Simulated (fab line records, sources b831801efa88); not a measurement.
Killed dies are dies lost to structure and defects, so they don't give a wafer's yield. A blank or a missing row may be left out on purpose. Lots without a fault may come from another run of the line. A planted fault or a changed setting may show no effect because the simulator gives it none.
Which tool did it? | flow sky130 | 12 lots, 36 wafers sampled, at 2 steps of a route of 708

WHAT THE GAUGES READ, wafer by wafer
SKY_VT_ADJUST_NCORE_OVL_MEAS_08.
lot  | measured     | on         | VT_ADJUST_NCORE_OVL (nm)
L075 | day 9 00:49  | overlay-02 | 2.5 2.4 1.9
L077 | day 9 08:54  | overlay-01 | 0.0 0.0 1.2
L079 | day 9 23:57  | overlay-01 | 0.9 1.2 2.0
L081 | day 10 12:38 | overlay-01 | 0.1 0.3 1.1
L083 | day 11 05:33 | overlay-01 | 3.3 1.2 2.0
L085 | day 11 17:21 | overlay-02 | 1.1 0.4 1.9
L087 | day 12 08:52 | overlay-01 | -0.1 1.7 1.5
L089 | day 12 22:22 | overlay-02 | -0.1 0.8 1.7
L091 | day 13 15:01 | overlay-01 | -1.7 -0.2 1.7
L093 | day 14 03:15 | overlay-01 | 0.4 1.1 1.1
L095 | day 14 18:19 | overlay-01 | -0.9 0.1 0.9
L097 | day 15 04:59 | overlay-02 | 1.2 1.2 1.3

WHICH TOOL RAN EACH LOT (tool, then ch and the chambers of the sampled wafers, then the start)
lot  | SKY_VT_ADJUST_LVTN_STRIP_20
L075 | plasma_asher-02 ch 0,1, day 8 03:24
L077 | plasma_asher-01 ch 0,1, day 8 11:28
L079 | plasma_asher-02 ch 0,1, day 9 01:36
L081 | plasma_asher-01 ch 0,1, day 9 13:57
L083 | plasma_asher-03 ch 0,1, day 10 06:39
L085 | plasma_asher-03 ch 1, day 10 18:10
L087 | plasma_asher-01 ch 0,1, day 11 09:12
L089 | plasma_asher-03 ch 0,1, day 11 22:18
L091 | plasma_asher-02 ch 0,1, day 12 14:02
L093 | plasma_asher-02 ch 0,1, day 13 01:37
L095 | plasma_asher-03 ch 0,1, day 13 16:06
L097 | plasma_asher-02 ch 0,1, day 14 03:22
- SKY_VT_ADJUST_LVTN_STRIP_20: strips in O2/N2.

THE ANSWER, worked out from the rows above alone
Rule: what is usual is taken from the lots themselves. Put in order of their means at a reading, lots are off if they are a third of the lots or fewer, leave a main group of 4 or more, and stand apart from it by a gap of 3 or more times the standard deviation of the main group's means; of several such gaps the widest counts. A main group whose means are all the same, to the digits that the tables above print for the reading, isn't used. A lot without any number at a reading at which 4 lots or more have one is off too. The other lots that the step has rows for count as sound.
No lot is off at any reading shown: from this, nothing can be told.

WHAT THE SIMULATOR HAD PUT IN
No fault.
